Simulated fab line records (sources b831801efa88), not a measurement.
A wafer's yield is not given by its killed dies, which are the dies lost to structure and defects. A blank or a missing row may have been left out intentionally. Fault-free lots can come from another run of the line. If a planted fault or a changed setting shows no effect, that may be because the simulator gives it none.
fab line records ; flow sfq-line
record lots=14; wafers=42; last-day=100
route steps=325 shown L0V@25 M1@59 I2@116 I3@146
lots that met no fault: from a run of the same line without faults
start-h: hours from the record's opening day to when the first of the lot's shown wafers began ; wait-h: hours from the lot's prior step to this one ; " identical to the entry in the row above ; L1.1+2: a single row standing in for several wafers ; - either no value or no given start ; * or withheld: withheld ; < > ~ a bound
route shown NAME@n: names a module that has steps shown in the file, with the first one's number in the route ; usual: mean and standard deviation over wafers with no fault ; same: alike in all rows ; chamber/n: place in a boat ; sites: per-site readings ; _std_site: their standard deviation ; _edge_site: inner sites' mean taken away from outer sites' mean ; radius-mm: how far each site lies from the wafer's centre ; mask NAME#n: copy n ; behind: the last tool/chamber to shape the wafer ; hold: reason for holding the lot/hours on hold/outcome of the hold ; device: which transistor (n, p or np) failed to switch ; end of line: at the end of the route, the tests of the same wafers ; for a step that has no rows: nothing shown but its recipe ; killed: dies lost to structure and defects at the first sort, not the wafer's yield ; map: per-die view of a wafer (x killed, . not killed, _ where there is no die)
set.NAME: the setting the step ran with; set.NAME@STEP: the setting that earlier step ran with ; model.NAME: the simulator's own value behind a step, which no gauge read
steps of the route over a sample of lots; a table a step, a row a wafer
services: from which hour (start-h, from the record's first day; less than 0 if before it) a tool's chamber was out of use, for how many hours, and why
## steps
# step SFQ_TRILAYER_L0_VIA_ETCH_VIA_ETCH_016
# recipe target=SiO2; stop-on=MoNx_KI; mask-material=PR; chemistry=CHF3; target-depth-nm=80; source-w=500; bias-w=80; pressure-mtorr=30; time-s=withheld
# usual drypump-motor-current-A=5.8/0.46; oes-product-au=0.844/0.009
lot.wafer;tool;chamber;start-h;wait-h;drypump-motor-current-A;oes-product-au
L958.1;rie-diel-03;3;175.23;0.0;5.1;0.862
L958.2;rie-diel-03;1;175.23;0.0;6.5;0.851
L958.3;rie-diel-03;0;175.23;0.0;5.5;0.845
L960.2;rie-diel-03;2;191.07;0.0;5.4;0.850
L960.4;rie-diel-03;1;191.07;0.0;6.4;0.840
L960.6;rie-diel-03;2;191.07;0.0;5.5;0.845
L961.2;rie-diel-04;2;197.07;0.0;5.6;0.830
L961.3;rie-diel-04;0;197.07;0.0;6.2;0.827
L961.6;rie-diel-04;2;197.07;0.0;5.6;0.838
L962.2;rie-diel-04;0;206.67;0.0;6.2;0.850
L962.4;rie-diel-04;2;206.67;0.0;5.6;0.845
L962.6;rie-diel-04;3;206.67;0.0;5.7;0.858
L963.1;rie-diel-02;1;219.87;0.0;5.6;0.847
L963.4;rie-diel-02;3;219.87;0.0;5.5;0.844
L963.5;rie-diel-02;0;219.87;0.0;6.7;0.838
L966.1;rie-diel-04;2;240.27;0.0;5.6;0.835
L966.2;rie-diel-04;3;240.27;0.0;5.7;0.849
L966.4;rie-diel-04;1;240.27;0.0;6.0;0.846
L968.1;rie-diel-03;2;253.47;0.0;5.4;0.837
L968.3;rie-diel-03;3;253.47;0.0;5.1;0.844
L968.5;rie-diel-03;3;253.47;0.0;5.1;0.847
L969.3;rie-diel-04;1;259.47;0.0;6.0;0.846
L969.4;rie-diel-04;2;259.47;0.0;5.6;0.853
L969.6;rie-diel-04;2;259.47;0.0;5.6;0.854
L971.1;rie-diel-04;2;269.16;0.0;5.6;0.837
L971.5;rie-diel-04;3;269.16;0.0;5.7;0.858
L971.6;rie-diel-04;1;269.16;0.0;6.0;0.847
L973.2;rie-diel-04;1;286.32;0.0;6.0;0.857
L973.3;rie-diel-04;2;286.32;0.0;5.6;0.851
L973.4;rie-diel-04;2;286.32;0.0;5.6;0.855
L974.1;rie-diel-02;2;295.92;0.0;6.1;0.850
L974.5;rie-diel-02;0;295.92;0.0;6.7;0.855
L974.6;rie-diel-02;1;295.92;0.0;5.6;0.851
L979.2;rie-diel-04;1;336.27;0.0;6.0;0.844
L979.3;rie-diel-04;2;336.27;0.0;5.6;0.829
L979.4;rie-diel-04;3;336.27;0.0;5.7;0.840
L980.1;rie-diel-03;3;347.78;0.0;5.0;0.840
L980.4;rie-diel-03;2;347.78;0.0;5.5;0.845
L980.5;rie-diel-03;0;347.78;0.0;5.4;0.849
L981.1;rie-diel-02;3;351.02;0.0;5.5;0.837
L981.3;rie-diel-02;0;351.02;0.0;6.7;0.835
L981.6;rie-diel-02;1;351.02;0.0;5.6;0.845
# step SFQ_TRILAYER_M1_DEP_SPUTTER_037
# recipe material=Nb; base-pressure-pa=1.33e-06; chamber-pressure-pa=0.1333; substrate-temp-c=20; resputter-cathode-voltage-v=400; target-thk-nm=200; power-w=2000; time-s=133.3
# usual cathode-dc-power-W=2000.1/0.34; throttle-valve-pct=30.2/1
lot.wafer;tool;chamber;start-h;wait-h;cathode-dc-power-W;throttle-valve-pct
L958.1;pvd-sputter-03;-;401.37;0.0;1999.9;31.0
L958.2;pvd-sputter-03;-;401.37;0.0;2000.0;30.3
L958.3;pvd-sputter-03;-;401.37;0.0;2000.1;29.7
L960.2;pvd-sputter-03;-;428.37;0.0;1999.7;30.2
L960.4;pvd-sputter-03;-;428.37;0.0;2000.2;30.6
L960.6;pvd-sputter-03;-;428.37;0.0;2000.2;29.4
L961.2;pvd-sputter-03;-;434.50;0.0;2000.2;29.6
L961.3;pvd-sputter-03;-;434.50;0.0;1999.4;31.1
L961.6;pvd-sputter-03;-;434.50;0.0;2000.0;30.6
L962.2;pvd-sputter-06;-;451.44;0.0;2000.6;32.7
L962.4;pvd-sputter-06;-;451.44;0.0;1999.7;29.0
L962.6;pvd-sputter-06;-;451.44;0.0;1999.3;29.3
L963.1;pvd-sputter-03;-;463.44;0.0;1999.6;30.9
L963.4;pvd-sputter-03;-;463.44;0.0;2000.1;30.5
L963.5;pvd-sputter-03;-;463.44;0.0;2000.1;30.4
L966.1;pvd-sputter-06;-;504.24;0.0;1999.9;30.2
L966.2;pvd-sputter-06;-;504.24;0.0;1999.6;29.4
L966.4;pvd-sputter-06;-;504.24;0.0;1999.7;32.7
L968.1;pvd-sputter-04;-;529.82;0.0;2000.2;29.1
L968.3;pvd-sputter-04;-;529.82;0.0;1999.7;28.7
L968.5;pvd-sputter-04;-;529.82;0.0;2000.0;28.6
L969.3;pvd-sputter-03;-;538.02;0.0;2000.4;31.1
L969.4;pvd-sputter-03;-;538.02;0.0;2000.1;29.6
L969.6;pvd-sputter-03;-;538.02;0.0;2000.0;30.2
L971.1;pvd-sputter-04;-;552.57;0.0;2000.5;28.5
L971.5;pvd-sputter-04;-;552.57;0.0;1999.9;30.5
L971.6;pvd-sputter-04;-;552.57;0.0;1999.9;28.4
L973.2;pvd-sputter-04;-;568.69;0.0;2519.7;30.5
L973.3;pvd-sputter-04;-;568.69;0.0;2518.8;28.6
L973.4;pvd-sputter-04;-;568.69;0.0;2519.1;28.9
L974.1;pvd-sputter-04;-;584.42;0.0;2518.7;30.5
L974.5;pvd-sputter-04;-;584.42;0.0;2518.6;29.3
L974.6;pvd-sputter-04;-;584.42;0.0;2519.3;28.5
L979.2;pvd-sputter-06;-;610.68;0.0;2000.2;29.7
L979.3;pvd-sputter-06;-;610.68;0.0;1999.9;29.3
L979.4;pvd-sputter-06;-;610.68;0.0;1999.9;32.5
L980.1;pvd-sputter-06;-;630.58;0.0;1999.4;29.7
L980.4;pvd-sputter-06;-;630.58;0.0;2000.4;32.5
L980.5;pvd-sputter-06;-;630.58;0.0;2000.1;30.4
L981.1;pvd-sputter-03;-;639.96;0.0;2000.0;29.6
L981.3;pvd-sputter-03;-;639.96;0.0;1999.8;30.8
L981.6;pvd-sputter-03;-;639.96;0.0;2000.1;30.6
# step SFQ_M1_RS_MEAS_909
# recipe thk-meas-gauge=four-point-probe; reads=Nb_of_TRILAYER_M1_DEP_SPUTTER_037
# usual M1_NB_RS=0.888/0.0097
lot.wafer;tool;chamber;start-h;wait-h;M1_NB_RS[ohm/sq]
L958.1;film-metro-03;-;401.47;0.1;0.870
L958.2;film-metro-03;-;401.47;0.1;0.888
L958.3;film-metro-03;-;401.47;0.1;0.875
L960.2;film-metro-01;-;428.49;0.1;0.885
L960.4;film-metro-01;-;428.49;0.1;0.887
L960.6;film-metro-01;-;428.49;0.1;0.882
L961.2;film-metro-03;-;434.63;0.1;0.876
L961.3;film-metro-03;-;434.63;0.1;0.872
L961.6;film-metro-03;-;434.63;0.1;0.881
L962.2;film-metro-01;-;451.55;0.1;0.888
L962.4;film-metro-01;-;451.55;0.1;0.896
L962.6;film-metro-01;-;451.55;0.1;0.896
L963.1;film-metro-03;-;463.53;0.0;0.878
L963.4;film-metro-03;-;463.53;0.0;0.890
L963.5;film-metro-03;-;463.53;0.0;0.896
L966.1;film-metro-01;-;504.33;0.0;0.895
L966.2;film-metro-01;-;504.33;0.0;0.900
L966.4;film-metro-01;-;504.33;0.0;0.887
L968.1;film-metro-04;-;529.91;0.0;0.894
L968.3;film-metro-04;-;529.91;0.0;0.881
L968.5;film-metro-04;-;529.91;0.0;0.883
L969.3;film-metro-03;-;538.15;0.1;0.893
L969.4;film-metro-03;-;538.15;0.1;0.886
L969.6;film-metro-03;-;538.15;0.1;0.902
L971.1;film-metro-03;-;552.66;0.0;0.879
L971.5;film-metro-03;-;552.66;0.0;0.875
L971.6;film-metro-03;-;552.66;0.0;0.880
L973.2;film-metro-04;-;568.80;0.1;0.702
L973.3;film-metro-04;-;568.80;0.1;0.702
L973.4;film-metro-04;-;568.80;0.1;0.710
L974.1;film-metro-01;-;584.51;0.0;0.703
L974.5;film-metro-01;-;584.51;0.0;0.706
L974.6;film-metro-01;-;584.51;0.0;0.700
L979.2;film-metro-01;-;610.80;0.1;0.882
L979.3;film-metro-01;-;610.80;0.1;0.880
L979.4;film-metro-01;-;610.80;0.1;0.881
L980.1;film-metro-03;-;630.68;0.0;0.866
L980.4;film-metro-03;-;630.68;0.0;0.871
L980.5;film-metro-03;-;630.68;0.0;0.870
L981.1;film-metro-04;-;640.05;0.0;0.879
L981.3;film-metro-04;-;640.05;0.0;0.878
L981.6;film-metro-04;-;640.05;0.0;0.894
# step SFQ_TRILAYER_M1_ETCH_METAL_ETCH_042
# recipe target=Nb; stop-on=SiO2; mask-material=PR; chemistry=Cl2/Ar; target-depth-nm=240; icp-w=600; bias-w=80; pressure-mtorr=10; time-s=120
# usual drypump-motor-current-A=6.0/0.47; oes-product-au=0.895/0.0073
lot.wafer;tool;chamber;start-h;wait-h;drypump-motor-current-A;oes-product-au;rf-hours-counter-h
L958.1;rie-metal-02;1;552.67;0.0;6.3;0.904;136
L958.2;rie-metal-02;0;552.67;0.0;5.6;0.890;92
L958.3;rie-metal-02;1;552.67;0.0;6.3;0.898;-
L960.2;rie-metal-03;0;588.92;0.0;6.0;0.893;41
L960.4;rie-metal-03;0;588.92;0.0;6.0;0.899;-
L960.6;rie-metal-03;0;588.92;0.0;6.0;0.900;-
L961.2;rie-metal-04;0;596.12;0.0;6.7;0.906;144
L961.3;rie-metal-04;0;596.12;0.0;6.7;0.905;-
L961.6;rie-metal-04;0;596.12;0.0;6.7;0.900;-
L962.2;rie-metal-04;1;604.81;0.0;6.1;0.895;27
L962.4;rie-metal-04;0;604.81;0.0;6.7;0.890;-
L962.6;rie-metal-04;1;604.81;0.0;6.1;0.898;-
L963.1;rie-metal-04;0;620.09;0.0;6.7;0.904;147
L963.4;rie-metal-04;1;620.09;0.0;6.1;0.897;-
L963.5;rie-metal-04;1;620.09;0.0;6.1;0.891;-
L966.1;rie-metal-04;0;665.46;0.0;6.7;0.890;2
L966.2;rie-metal-04;1;665.46;0.0;6.1;0.890;41
L966.4;rie-metal-04;1;665.46;0.0;6.1;0.894;-
L968.1;rie-metal-02;0;689.52;0.1;5.6;0.898;112
L968.3;rie-metal-02;0;689.52;0.1;5.6;0.904;-
L968.5;rie-metal-02;0;689.52;0.1;5.6;0.898;-
L969.3;rie-metal-03;1;695.60;0.1;5.3;0.888;-
L969.4;rie-metal-03;1;695.60;0.1;5.3;0.891;-
L969.6;rie-metal-03;1;695.60;0.1;5.3;0.890;-
L971.1;rie-metal-02;0;709.86;0.0;5.6;0.912;116
L971.5;rie-metal-02;0;709.86;0.0;5.6;0.905;-
L971.6;rie-metal-02;1;709.86;0.0;6.3;0.905;-
L973.2;rie-metal-04;1;730.26;0.0;6.1;1.010;53
L973.3;rie-metal-04;1;730.26;0.0;6.1;0.997;-
L973.4;rie-metal-04;0;730.26;0.0;6.6;0.993;-
L974.1;rie-metal-04;1;750.66;0.0;6.1;1.002;55
L974.5;rie-metal-04;0;750.66;0.0;6.7;1.004;-
L974.6;rie-metal-04;1;750.66;0.0;6.1;1.008;-
L979.2;rie-metal-04;0;778.99;0.0;6.7;0.908;19
L979.3;rie-metal-04;0;778.99;0.0;6.7;0.891;-
L979.4;rie-metal-04;1;778.99;0.0;6.1;0.897;-
L980.1;rie-metal-03;0;791.74;0.0;6.0;0.910;49
L980.4;rie-metal-03;0;791.74;0.0;6.0;0.903;-
L980.5;rie-metal-03;1;791.74;0.0;5.2;0.905;-
L981.1;rie-metal-02;0;797.74;0.0;5.6;0.902;128
L981.3;rie-metal-02;0;797.74;0.0;5.6;0.892;-
L981.6;rie-metal-02;0;797.74;0.0;5.6;0.894;-
# step SFQ_TRILAYER_I2_VIA_STRIP_STRIP_071
# recipe gas=O2; power-w=200; platen-temp-c=40; overash-fraction=0.65; chemistry=O2; pressure-mtorr=50
# usual drypump-motor-current-A=5.8/0.36; oes-product-au=0.999/0.0094
lot.wafer;tool;chamber;start-h;wait-h;drypump-motor-current-A;oes-product-au;rf-hours-counter-h
L958.1;rie-metal-03;0;1037.66;-;6.0;1.008;80
L958.2;rie-metal-03;0;1037.66;-;6.0;1.003;-
L958.3;rie-metal-03;0;1037.66;-;6.0;1.008;-
L960.2;rie-metal-02;1;1071.06;-;6.4;0.991;63
L960.4;rie-metal-02;1;1071.06;-;6.4;0.996;-
L960.6;rie-metal-02;1;1071.06;-;6.4;0.986;-
L961.2;rie-metal-03;1;1077.06;-;5.3;0.986;3
L961.3;rie-metal-03;0;1077.06;-;6.0;0.999;-
L961.6;rie-metal-03;1;1077.06;-;5.3;0.979;-
L962.2;rie-metal-03;0;1084.26;-;6.0;1.000;89
L962.4;rie-metal-03;1;1084.26;-;5.3;0.979;-
L962.6;rie-metal-03;1;1084.26;-;5.2;0.976;-
L963.1;rie-metal-03;1;1097.39;-;5.3;0.984;5
L963.4;rie-metal-03;1;1097.39;-;5.3;0.985;-
L963.5;rie-metal-03;0;1097.39;-;6.0;0.998;-
L966.1;rie-metal-01;1;1147.30;-;5.5;1.001;73
L966.2;rie-metal-01;0;1147.30;-;5.8;1.002;109
L966.4;rie-metal-01;1;1147.30;-;5.5;0.993;-
L968.1;rie-metal-03;1;1179.82;-;5.3;0.979;14
L968.3;rie-metal-03;0;1179.82;-;6.0;1.005;-
L968.5;rie-metal-03;1;1179.82;-;5.2;0.986;-
L969.3;rie-metal-01;1;1183.62;-;5.5;0.995;-
L969.4;rie-metal-01;0;1183.62;-;5.8;1.009;-
L969.6;rie-metal-01;0;1183.62;-;5.8;1.013;-
L971.1;rie-metal-01;1;1193.02;-;5.5;0.998;79
L971.5;rie-metal-01;1;1193.02;-;5.5;1.001;-
L971.6;rie-metal-01;0;1193.02;-;5.9;1.015;-
L973.2;rie-metal-03;0;1203.82;-;6.0;1.005;103
L973.3;rie-metal-03;0;1203.82;-;6.0;1.010;-
L973.4;rie-metal-03;1;1203.82;-;5.2;0.985;-
L974.1;rie-metal-02;0;1211.02;-;5.5;1.009;46
L974.5;rie-metal-02;1;1211.02;-;6.3;0.990;-
L974.6;rie-metal-02;0;1211.02;-;5.6;1.005;-
L979.2;rie-metal-02;0;1244.75;-;5.6;1.011;50
L979.3;rie-metal-02;0;1244.75;-;5.6;1.008;-
L979.4;rie-metal-02;1;1244.75;-;6.3;1.009;-
L980.1;rie-metal-02;1;1265.15;-;6.3;0.999;88
L980.4;rie-metal-02;1;1265.15;-;6.3;1.004;-
L980.5;rie-metal-02;1;1265.15;-;6.3;0.997;-
L981.1;rie-metal-03;1;1274.75;-;5.3;0.997;29
L981.3;rie-metal-03;1;1274.75;-;5.2;0.990;-
L981.6;rie-metal-03;1;1274.75;-;5.3;0.986;-
# step SFQ_TRILAYER_I3_VIA_STRIP_STRIP_089
# recipe gas=O2; power-w=200; platen-temp-c=40; overash-fraction=0.65; chemistry=O2; pressure-mtorr=50
# usual drypump-motor-current-A=6.0/0.41; oes-product-au=1.004/0.0077
lot.wafer;tool;chamber;start-h;wait-h;drypump-motor-current-A;oes-product-au;rf-hours-counter-h
L958.1;rie-metal-04;1;1194.22;-;6.1;1.011;105
L958.2;rie-metal-04;0;1194.22;-;6.7;0.998;77
L958.3;rie-metal-04;0;1194.22;-;6.6;0.996;-
L960.2;rie-metal-01;0;1230.42;-;5.8;1.006;-
L960.4;rie-metal-01;0;1230.42;-;5.8;1.000;-
L960.6;rie-metal-01;0;1230.42;-;5.8;1.005;-
L961.2;rie-metal-01;0;1240.02;-;5.8;0.995;-
L961.3;rie-metal-01;0;1240.02;-;5.8;1.000;-
L961.6;rie-metal-01;0;1240.02;-;5.8;1.001;-
L962.2;rie-metal-02;1;1249.55;-;6.4;1.004;86
L962.4;rie-metal-02;1;1249.55;-;6.4;1.007;-
L962.6;rie-metal-02;0;1249.55;-;5.6;1.008;-
L963.1;rie-metal-04;1;1256.75;-;6.1;1.001;115
L963.4;rie-metal-04;0;1256.75;-;6.7;0.989;-
L963.5;rie-metal-04;0;1256.75;-;6.7;1.003;-
L966.1;rie-metal-04;0;1302.46;-;6.6;1.002;94
L966.2;rie-metal-04;1;1302.46;-;6.1;1.007;121
L966.4;rie-metal-04;0;1302.46;-;6.6;1.002;-
L968.1;rie-metal-02;1;1336.06;-;6.3;0.995;95
L968.3;rie-metal-02;0;1336.06;-;5.6;1.002;-
L968.5;rie-metal-02;1;1336.06;-;6.4;1.006;-
L969.3;rie-metal-02;1;1338.66;-;6.3;1.005;-
L969.4;rie-metal-02;0;1338.66;-;5.6;1.023;-
L969.6;rie-metal-02;1;1338.66;-;6.3;1.005;-
L971.1;rie-metal-04;0;1345.66;-;6.7;1.019;100
L971.5;rie-metal-04;0;1345.66;-;6.7;1.006;-
L971.6;rie-metal-04;0;1345.66;-;6.7;0.992;-
L973.2;rie-metal-02;1;1361.26;-;6.4;0.998;98
L973.3;rie-metal-02;0;1361.26;-;5.6;1.011;-
L973.4;rie-metal-02;1;1361.26;-;6.4;1.012;-
L974.1;rie-metal-01;1;1368.46;-;5.4;0.998;97
L974.5;rie-metal-01;1;1368.46;-;5.5;1.007;-
L974.6;rie-metal-01;0;1368.46;-;5.8;1.004;-
L979.2;rie-metal-02;0;1387.79;-;5.6;1.013;67
L979.3;rie-metal-02;1;1387.79;-;6.3;1.006;-
L979.4;rie-metal-02;0;1387.79;-;5.6;1.004;-
L980.1;rie-metal-04;0;1388.99;-;6.7;1.006;107
L980.4;rie-metal-04;0;1388.99;-;6.6;1.008;-
L980.5;rie-metal-04;0;1388.99;-;6.7;1.003;-
L981.1;rie-metal-04;1;1417.76;-;6.1;1.013;12
L981.3;rie-metal-04;1;1417.76;-;6.1;1.013;-
L981.6;rie-metal-04;1;1417.76;-;6.1;1.015;-
## services
tool;chamber;start-h;hours;kind
rie-metal-04;-;165.06;14.6;pm
rie-metal-04;0;226.20;9.0;repair
rie-metal-04;1;233.73;3.3;repair
rie-metal-04;-;236.72;2.8;pm
rie-metal-02;-;266.28;2.8;pm
rie-metal-04;1;268.63;4.9;repair
rie-metal-04;-;301.20;1.9;repair
rie-metal-04;1;449.75;16.4;repair
rie-metal-04;-;516.01;0.2;repair
rie-metal-02;1;525.87;8.2;repair
rie-metal-04;1;550.33;1.0;repair
rie-metal-04;-;643.40;0.5;repair
rie-metal-02;-;673.39;1.9;repair
rie-metal-02;1;686.46;5.0;repair
rie-metal-02;-;794.30;0.2;repair
rie-metal-02;0;827.11;1.4;repair
rie-metal-02;-;901.13;0.8;repair
rie-metal-02;1;907.36;12.6;repair
rie-metal-04;-;923.56;1.4;pm
rie-metal-02;-;1015.17;1.4;pm
rie-metal-04;-;1031.79;0.5;repair
rie-metal-04;1;1036.93;46.9;repair
rie-metal-02;-;1052.81;0.2;repair
rie-metal-02;-;1136.61;0.9;repair
## key
first-sign step=SFQ_TRILAYER_M1_DEP_SPUTTER_037; reading=cathode-dc-power-W; direction=up; sigmas=99+; usual=2000.1; struck=2519.0
effect step=SFQ_M1_RS_MEAS_909; reading=M1_NB_RS; direction=down; sigmas=19; usual=0.888; struck=0.704
effect step=SFQ_TRILAYER_M1_ETCH_METAL_ETCH_042; reading=oes-product-au; direction=up; sigmas=15; usual=0.895; struck=1.002
met-at SFQ_TRILAYER_M1_DEP_SPUTTER_037
struck-lots L973,L974
not-acting-at SFQ_TRILAYER_L0_VIA_ETCH_VIA_ETCH_016,SFQ_TRILAYER_I2_VIA_STRIP_STRIP_071,SFQ_TRILAYER_I3_VIA_STRIP_STRIP_089
onset-between 552.57 568.69
fault kind=process-parameter-drift; tool=pvd-sputter-04; chamber=-; onset-h=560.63; steps=SFQ_TRILAYER_M1_DEP_SPUTTER_037; channel=power-w; offset=519.05; shape=step; end-h=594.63; acts-in=these-recipes-only; stated=2000
